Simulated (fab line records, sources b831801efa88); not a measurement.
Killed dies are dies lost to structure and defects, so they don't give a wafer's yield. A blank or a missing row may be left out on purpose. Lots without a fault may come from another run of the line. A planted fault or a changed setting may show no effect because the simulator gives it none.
Chamber matching | flow sky130 | SKY_VIA1_CMP_02 on cmp-02: 4 sister chambers
The step polishes SiO2. 4 wafers are shown with their chamber, then 8 later ones without.

WAFERS WITH THEIR CHAMBER
wafer  | chamber | motor_current_A (A)
L577.3 | 3       | 12.7
L580.2 | 2       | 12.4
L580.4 | 0       | 13.4
L582.2 | 1       | 14.6

WAFERS WITHOUT THEIR CHAMBER
wafer  | motor_current_A (A)
L582.3 | 12.3
L582.6 | 14.5
L583.2 | 15.4
L583.4 | 14.0
L583.5 | 15.3
L592.2 | 12.3
L592.3 | 11.7
L592.4 | 13.5

WHICH CHAMBER EACH WENT THROUGH
wafer  | from the rows above               | in truth
L582.3 | can't be placed: 2 or 3 or 0      | 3
L582.6 | can't be placed: 1 or 0           | 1
L583.2 | 1                                 | 1
L583.4 | can't be placed: 0 or 1 or 3 or 2 | 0
L583.5 | 1                                 | 1
L592.2 | can't be placed: 2 or 3 or 0      | 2
L592.3 | can't be placed: 2 or 3 or 0      | 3
L592.4 | can't be placed: 0 or 3 or 1 or 2 | 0
Placed correctly: 2 of 8. Can't be placed from these rows: 6 (the true chamber is among the candidates in 6). Placed wrongly: 0.
How it was worked out, from the rows above alone: a wafer's distance from a chamber is the root of the sum, over the readings, of the square of ((its reading less the chamber's mean) divided by the reading's scatter). The wafer belongs to the nearest chamber; if the next one is less than 2 further off, it can't be placed. A chamber's mean is the mean of its shown wafers. The scatter: with one shown wafer a chamber, the root of the mean of the squares of how far each hidden wafer lies from its nearest shown one.
